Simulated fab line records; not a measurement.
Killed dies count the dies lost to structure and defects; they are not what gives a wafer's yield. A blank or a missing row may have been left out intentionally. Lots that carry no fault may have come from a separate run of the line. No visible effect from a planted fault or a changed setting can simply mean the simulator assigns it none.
Comparing a struck lot with a sound one :: flow sky130 :: 15 steps out of a route of 708
Sound: these wafers, L598.1, L598.2, L598.5. Struck: wafers L604.2, L604.4, L604.6. The cause is named last.
Each step with rows lists, per side, the tool, then ch with its chambers, then its first start. Under that, the readings that differ: sound wafers :: struck wafers :: difference of the means :: sigmas: that difference in standard deviations of wafers without a fault.
alike: a reading whose means differ by less than 2 such deviations, as well as words and numbers matching on both sides. not compared: withheld readings; readings where some wafer has no value; bounds like >300 that might hide an equal value; numbers whose values overlap and for which the record gives no deviation.
The two part at a step that has a row with sigmas, a row that says differs or no value, or rows on one side only. Numbers that don't overlap but have no deviation are shown without sigmas and don't part them. A reading that every wafer of one side lacks parts them only if that side has two wafers or more.

SKY_SONOS_ONO_THK_MEAS_03:
  sound: filmMetro-03 at day 12 18:38; struck: filmMetro-04 at day 14 20:53
  alike: SONOS_ONO_CVD_02_THK
then, 1 step without rows for these wafers: SKY_SONOS_ONO_CVD_04 (deposits SiO2 from SiH4/N2O, target thk 5.7199 nm).
SKY_SONOS_ONO_THK_MEAS_05:
  sound: filmMetro-02 at day 12 19:56; struck: filmMetro-04 at day 14 22:11
  alike: SONOS_ONO_CVD_04_THK
then, 7 steps without rows for these wafers: SKY_SONOS_ONO_DEHYDRATE_06 (time 60 s); SKY_SONOS_ONO_HMDS_07 (prime time 60 s); SKY_SONOS_ONO_COAT_08 (resist thk 1140 nm); SKY_SONOS_ONO_SOFTBAKE_09 (time 60 s); SKY_SONOS_ONO_EXPOSE_10 (exposes mask ONOM, target cd 410 nm); SKY_SONOS_ONO_PEB_11; SKY_SONOS_ONO_DEVELOP_12 (develop time 60 s).
SKY_SONOS_ONO_CD_MEAS_13: the cd target is 410 nm.
  sound: cdSem-02 at day 13 20:56; struck: cdSem-01 at day 16 01:32
reading: cdNm (nm)
sound: 413.9 412.3 414.3
struck: 408.9 409.5 408.7
difference: -4.5
sigmas: -2
SKY_SONOS_ONO_OVL_MEAS_14:
  sound: overlay-01 at day 13 21:03; struck: overlay-01 at day 16 01:38
  alike: SONOS_ONO_OVL
SKY_SONOS_ONO_ETCH_15: etches the open film in CHF3/O2, target depth 19.52 nm, time 7.8 s.
  sound on rieDiel-04 ch 0,1,3, day 13 21:05; struck on rieDiel-04 ch 0,3, day 16 01:40
reading: model.SONOS_ONO.featureDepthNm (nm)
sound: 19.76 19.73 19.88
struck: 20.26 20.22 20.24
difference: +0.45
sigmas: 

reading: model.etch.depthNm (nm)
sound: 19.76 19.73 19.88
struck: 20.26 20.22 20.24
difference: +0.45
sigmas: 
  alike: drypumpMotorCurrentA, oesProductAu, throttleValvePct
  not compared: rfHoursCounterH
then, 2 steps without rows for these wafers: SKY_SONOS_ONO_WET_ETCH_16 (etches SiO2 in dHF, target depth 14 nm, time 292.8 s); SKY_PAD_OPEN_PROBE_99.

WHERE THEY PART
SKY_SONOS_ONO_CD_MEAS_13 only, going by this record. Later steps at which nothing parts them and some readings are alike: SKY_SONOS_ONO_OVL_MEAS_14, SKY_SONOS_ONO_ETCH_15.

WHY: what had been put in by the simulator
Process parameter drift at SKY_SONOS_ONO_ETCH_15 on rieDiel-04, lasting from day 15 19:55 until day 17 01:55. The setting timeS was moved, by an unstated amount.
